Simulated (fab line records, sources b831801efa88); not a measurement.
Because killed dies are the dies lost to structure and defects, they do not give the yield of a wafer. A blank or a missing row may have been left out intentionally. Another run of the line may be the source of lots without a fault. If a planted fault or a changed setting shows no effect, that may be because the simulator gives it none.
The tool behind it: which one? | flow gf180mcu | 24 lots with 72 wafers sampled at 6 steps, on a route of 602 steps

== WHAT THE GAUGES SHOWED, per wafer ==
GF_V2_OVL_MEAS_15.
lot  | measured     | on         | V2_OVL (nm)
L074 | day 20 00:53 | overlay-01 | 2 0 -1
L075 | day 20 09:17 | overlay-01 | -4 2 0
L076 | day 20 20:50 | overlay-02 | 1 9 5
L077 | day 21 07:05 | overlay-02 | 0 2 3
L078 | day 21 13:59 | overlay-02 | 2 3 4
L079 | day 22 05:59 | overlay-02 | 4 5 2
L080 | day 22 16:59 | overlay-01 | 7 15 6
L081 | day 22 22:15 | overlay-01 | 0 5 2
L082 | day 23 10:53 | overlay-02 | 1 -4 -13
L083 | day 23 15:38 | overlay-02 | 2 0 2
L084 | day 24 04:23 | overlay-02 | 5 3 5
L085 | day 24 09:17 | overlay-01 | 0 4 3
L086 | day 24 15:28 | overlay-02 | 0 -4 -2
L087 | day 25 00:38 | overlay-02 | 4 1 6
L088 | day 25 07:23 | overlay-02 | 0 -1 -7
L089 | day 25 10:14 | overlay-02 | 7 5 0
L090 | day 25 22:44 | overlay-01 | -4 -9 0
L091 | day 26 11:20 | overlay-01 | -2 2 -3
L093 | day 26 22:59 | overlay-01 | -12 -3 -10
L092 | day 26 23:56 | overlay-02 | 1 3 -4
L094 | day 27 04:29 | overlay-02 | 0 0 6
L095 | day 27 11:59 | overlay-01 | -2 0 2
L096 | day 28 02:02 | overlay-02 | 2 7 7
L097 | day 28 02:44 | overlay-02 | -2 2 7

GF_M3_RS_MEAS_05: measurement is done with a four-point probe.
lot  | measured     | on            | M3_ALCU_RS (ohm/sq)
L074 | day 20 02:31 | film-metro-03 | 0.0699 0.0699 0.0693
L075 | day 20 10:57 | film-metro-03 | 0.0703 0.0709 0.0705
L076 | day 20 22:26 | film-metro-02 | 0.0694 0.0702 0.0694
L077 | day 21 08:42 | film-metro-03 | 0.0697 0.0701 0.0697
L078 | day 21 15:36 | film-metro-03 | 0.0695 0.0691 0.0696
L079 | day 22 07:37 | film-metro-03 | 0.0696 0.0702 0.0697
L080 | day 22 18:37 | film-metro-01 | 0.0701 0.0694 0.0700
L081 | day 22 23:58 | film-metro-02 | 0.0701 0.0703 0.0705
L082 | day 23 12:29 | film-metro-03 | 0.0689 0.0685 0.0692
L083 | day 23 17:14 | film-metro-01 | 0.0712 0.0709 0.0709
L084 | day 24 05:59 | film-metro-02 | 0.0692 0.0701 0.0703
L085 | day 24 10:55 | film-metro-01 | 0.0685 0.0696 0.0689
L086 | day 24 17:07 | film-metro-01 | 0.0690 0.0695 0.0694
L087 | day 25 02:16 | film-metro-02 | 0.0694 0.0694 0.0688
L088 | day 25 09:03 | film-metro-01 | 0.0693 0.0696 0.0694
L089 | day 25 11:55 | film-metro-03 | 0.0690 0.0697 0.0695
L090 | day 26 00:21 | film-metro-03 | 0.0688 0.0691 0.0695
L091 | day 26 12:57 | film-metro-02 | 0.0703 0.0708 0.0703
L093 | day 27 04:08 | film-metro-03 | 0.0691 0.0691 0.0684
L092 | day 27 04:26 | film-metro-02 | 0.0690 0.0694 0.0692
L094 | day 27 06:39 | film-metro-03 | 0.0702 0.0707 0.0700
L095 | day 27 13:59 | film-metro-01 | 0.0696 0.0699 0.0695
L096 | day 28 03:40 | film-metro-01 | 0.0693 0.0689 0.0694
L097 | day 28 04:49 | film-metro-02 | 0.0700 0.0697 0.0698

GF_V4_BOW_MEAS_05.
lot  | measured     | on            | V4_BOW (um)
L074 | day 23 06:17 | film-metro-03 | 118 135 151
L075 | day 23 14:02 | film-metro-03 | 129 127 140
L076 | day 24 01:07 | film-metro-01 | 145 144 140
L077 | day 24 10:25 | film-metro-04 | 139 138 141
L078 | day 24 15:19 | film-metro-03 | 153 143 154
L079 | day 25 07:24 | film-metro-03 | 146 144 133
L080 | day 25 17:02 | film-metro-03 | 139 132 132
L081 | day 25 21:14 | film-metro-03 | 145 140 145
L082 | day 26 09:16 | film-metro-03 | 134 132 136
L083 | day 26 14:21 | film-metro-03 | 150 135 117
L084 | day 27 04:49 | film-metro-01 | 137 137 148
L085 | day 27 07:47 | film-metro-03 | 130 142 128
L086 | day 27 11:28 | film-metro-03 | 144 151 159
L087 | day 27 23:35 | film-metro-03 | 130 124 119
L088 | day 28 04:27 | film-metro-01 | 133 128 128
L089 | day 28 07:13 | film-metro-03 | 119 134 135
L090 | day 28 20:23 | film-metro-01 | 135 135 134
L091 | day 29 06:31 | film-metro-03 | 122 135 143
L093 | day 29 18:33 | film-metro-03 | 128 135 129
L092 | day 29 19:48 | film-metro-04 | 136 142 140
L094 | day 29 20:16 | film-metro-04 | 123 134 139
L095 | day 30 04:31 | film-metro-04 | 135 141 141
L096 | day 30 16:37 | film-metro-01 | 130 132 128
L097 | day 30 17:49 | film-metro-01 | 118 129 130

== EACH LOT AND THE TOOL THAT RAN IT (in order: tool; ch and the chambers of the sampled wafers; start) ==
lot  | GF_M1_SPUTTER_02             | GF_M1_SPUTTER_04             | GF_V3_ETCH_17
L074 | pvd-sputter-03, day 15 21:15 | pvd-sputter-03, day 15 21:18 | rie-diel-03 ch 0,1,3, day 23 06:17 or earlier
L075 | pvd-sputter-03, day 16 07:05 | pvd-sputter-03, day 16 07:08 | rie-diel-01 ch 0,1, day 23 14:02 or earlier
L076 | pvd-sputter-03, day 16 17:38 | pvd-sputter-03, day 16 17:41 | rie-diel-01 ch 2,3, day 24 01:07 or earlier
L077 | pvd-sputter-01, day 17 03:11 | pvd-sputter-01, day 17 03:14 | rie-diel-01 ch 2,3, day 24 10:25 or earlier
L078 | pvd-sputter-01, day 17 08:47 | pvd-sputter-01, day 17 08:50 | rie-diel-03 ch 0,3, day 24 15:19 or earlier
L079 | pvd-sputter-03, day 18 00:32 | pvd-sputter-03, day 18 00:35 | rie-diel-01 ch 2,3, day 25 07:24 or earlier
L080 | pvd-sputter-01, day 18 11:34 | pvd-sputter-01, day 18 11:37 | rie-diel-03 ch 0,2,3, day 25 17:02 or earlier
L081 | pvd-sputter-01, day 18 17:43 | pvd-sputter-01, day 18 17:46 | rie-diel-01 ch 0,1,2, day 25 21:14 or earlier
L082 | pvd-sputter-03, day 19 07:08 | pvd-sputter-03, day 19 07:11 | rie-diel-04 ch 0,1, day 26 09:16 or earlier
L083 | pvd-sputter-01, day 19 12:20 | pvd-sputter-01, day 19 12:23 | rie-diel-03 ch 0,1,3, day 26 14:21 or earlier
L084 | pvd-sputter-04, day 20 02:18 | pvd-sputter-04, day 20 02:22 | rie-diel-03 ch 1,2, day 27 04:49 or earlier
L085 | pvd-sputter-04, day 20 07:35 | pvd-sputter-04, day 20 07:38 | rie-diel-03 ch 2,3, day 27 07:47 or earlier
L086 | pvd-sputter-01, day 20 14:41 | pvd-sputter-01, day 20 14:44 | rie-diel-01 ch 0,2,3, day 27 11:28 or earlier
L087 | pvd-sputter-03, day 21 00:29 | pvd-sputter-03, day 21 00:32 | rie-diel-03 ch 1,2, day 27 23:35 or earlier
L088 | pvd-sputter-04, day 21 06:50 | pvd-sputter-04, day 21 06:54 | rie-diel-04 ch 0,1,2, day 28 04:27 or earlier
L089 | pvd-sputter-01, day 21 11:20 | pvd-sputter-01, day 21 11:23 | rie-diel-01 ch 0,1,3, day 28 07:13 or earlier
L090 | pvd-sputter-01, day 22 00:53 | pvd-sputter-01, day 22 00:56 | rie-diel-04 ch 0,3, day 28 20:23 or earlier
L091 | pvd-sputter-03, day 22 14:23 | pvd-sputter-03, day 22 14:26 | rie-diel-04 ch 1,2,3, day 29 06:31 or earlier
L093 | pvd-sputter-03, day 23 04:16 | pvd-sputter-03, day 23 04:19 | rie-diel-04 ch 2,3, day 29 18:33 or earlier
L092 | pvd-sputter-04, day 23 05:27 | pvd-sputter-04, day 23 05:30 | rie-diel-01 ch 0,2, day 29 19:48 or earlier
L094 | pvd-sputter-04, day 23 09:20 | pvd-sputter-04, day 23 09:23 | rie-diel-04 ch 1,3, day 29 20:16 or earlier
L095 | pvd-sputter-01, day 23 19:23 | pvd-sputter-01, day 23 19:26 | rie-diel-01 ch 0,3, day 30 04:31 or earlier
L096 | pvd-sputter-01, day 24 08:20 | pvd-sputter-01, day 24 08:23 | rie-diel-03 ch 0,1,2, day 30 16:37 or earlier
L097 | pvd-sputter-04, day 24 09:17 | pvd-sputter-04, day 24 09:20 | rie-diel-03 ch 0,2,3, day 30 17:49 or earlier
- GF_M1_SPUTTER_02: material AlCu, target thk 450 nm, time 23.9 s.
- GF_M1_SPUTTER_04: material TiN, target thk 50 nm, time 41.7 s.
- GF_V3_ETCH_17: etches SiO2 in C4F8/O2/Ar, stops on TiN, target depth 635 nm.

== WHAT THE TOOLS THEMSELVES READ (means of the sampled wafers that have a number; where no wafer has one, the mark that the record gives instead) ==
GF_M1_SPUTTER_02.
lot  | tool           | throttle-valve-pct (%)
L074 | pvd-sputter-03 | 30.7
L075 | pvd-sputter-03 | 30.7
L076 | pvd-sputter-03 | 30.6
L077 | pvd-sputter-01 | 30.3
L078 | pvd-sputter-01 | 30.2
L079 | pvd-sputter-03 | 30.1
L080 | pvd-sputter-01 | 29.5
L081 | pvd-sputter-01 | 29.7
L082 | pvd-sputter-03 | 30.7
L083 | pvd-sputter-01 | 30.3
L084 | pvd-sputter-04 | 29.1
L085 | pvd-sputter-04 | 28.8
L086 | pvd-sputter-01 | 30.4
L087 | pvd-sputter-03 | 30.7
L088 | pvd-sputter-04 | 30.9
L089 | pvd-sputter-01 | 29.6
L090 | pvd-sputter-01 | 30.7
L091 | pvd-sputter-03 | 30.6
L093 | pvd-sputter-03 | 30.9
L092 | pvd-sputter-04 | 28.9
L094 | pvd-sputter-04 | 30.7
L095 | pvd-sputter-01 | 29.8
L096 | pvd-sputter-01 | 30.5
L097 | pvd-sputter-04 | 28.1

GF_M1_SPUTTER_04.
lot  | tool           | throttle-valve-pct (%)
L074 | pvd-sputter-03 | 30.7
L075 | pvd-sputter-03 | 30.7
L076 | pvd-sputter-03 | 30.6
L077 | pvd-sputter-01 | 30.3
L078 | pvd-sputter-01 | 30.3
L079 | pvd-sputter-03 | 30.0
L080 | pvd-sputter-01 | 29.6
L081 | pvd-sputter-01 | 29.8
L082 | pvd-sputter-03 | 30.6
L083 | pvd-sputter-01 | 30.2
L084 | pvd-sputter-04 | 29.1
L085 | pvd-sputter-04 | 28.9
L086 | pvd-sputter-01 | 30.4
L087 | pvd-sputter-03 | 30.8
L088 | pvd-sputter-04 | 30.7
L089 | pvd-sputter-01 | 29.5
L090 | pvd-sputter-01 | 30.7
L091 | pvd-sputter-03 | 30.7
L093 | pvd-sputter-03 | 30.8
L092 | pvd-sputter-04 | 29.0
L094 | pvd-sputter-04 | 30.7
L095 | pvd-sputter-01 | 29.8
L096 | pvd-sputter-01 | 30.4
L097 | pvd-sputter-04 | 28.2

GF_V3_ETCH_17.
lot  | tool        | bias-w (W) | oes-product-au (a.u.)
L074 | rie-diel-03 | 1197       | 0.855
L075 | rie-diel-01 | 1199       | 0.853
L076 | rie-diel-01 | 1201       | 0.860
L077 | rie-diel-01 | 1199       | 0.854
L078 | rie-diel-03 | 1199       | 0.858
L079 | rie-diel-01 | 1196       | 0.855
L080 | rie-diel-03 | 1201       | 0.855
L081 | rie-diel-01 | 1198       | 0.857
L082 | rie-diel-04 | 1202       | 0.858
L083 | rie-diel-03 | 1201       | 0.851
L084 | rie-diel-03 | 1202       | 0.857
L085 | rie-diel-03 | 1196       | 0.851
L086 | rie-diel-01 | 1199       | 0.853
L087 | rie-diel-03 | 1200       | 0.856
L088 | rie-diel-04 | 1199       | 0.857
L089 | rie-diel-01 | 1199       | 0.855
L090 | rie-diel-04 | 1201       | 0.856
L091 | rie-diel-04 | 1201       | 0.855
L093 | rie-diel-04 | 1202       | 0.856
L092 | rie-diel-01 | 1201       | 0.856
L094 | rie-diel-04 | 1197       | 0.858
L095 | rie-diel-01 | 1199       | 0.858
L096 | rie-diel-03 | 1201       | 0.857
L097 | rie-diel-03 | 1202       | 0.853

== THE ANSWER, worked out from the rows above alone ==
Rule: the usual values come from the lots themselves. Put in order of their means at a reading, lots are off if they are a third of the lots or fewer, leave a main group of 4 or more, and stand apart from it by a gap of 3 or more times the standard deviation of the main group's means; of several such gaps the widest counts. A main group whose means are all the same, to the digits that the tables above print for the reading, isn't used. A lot without any number at a reading at which 4 lots or more have one is off too. Any other lot the step has rows for is counted as sound. After the gauges, taken in route order, come the tools' own readings; for these a lot's mean is taken, as printed above. The first step at which some lot is off is used, and at that step the reading that is off furthest; a lot without a number counts as furthest.
No lot is off on any of the readings shown, so nothing can be concluded from this.

== WHAT THE SIMULATOR HAD PUT IN ==
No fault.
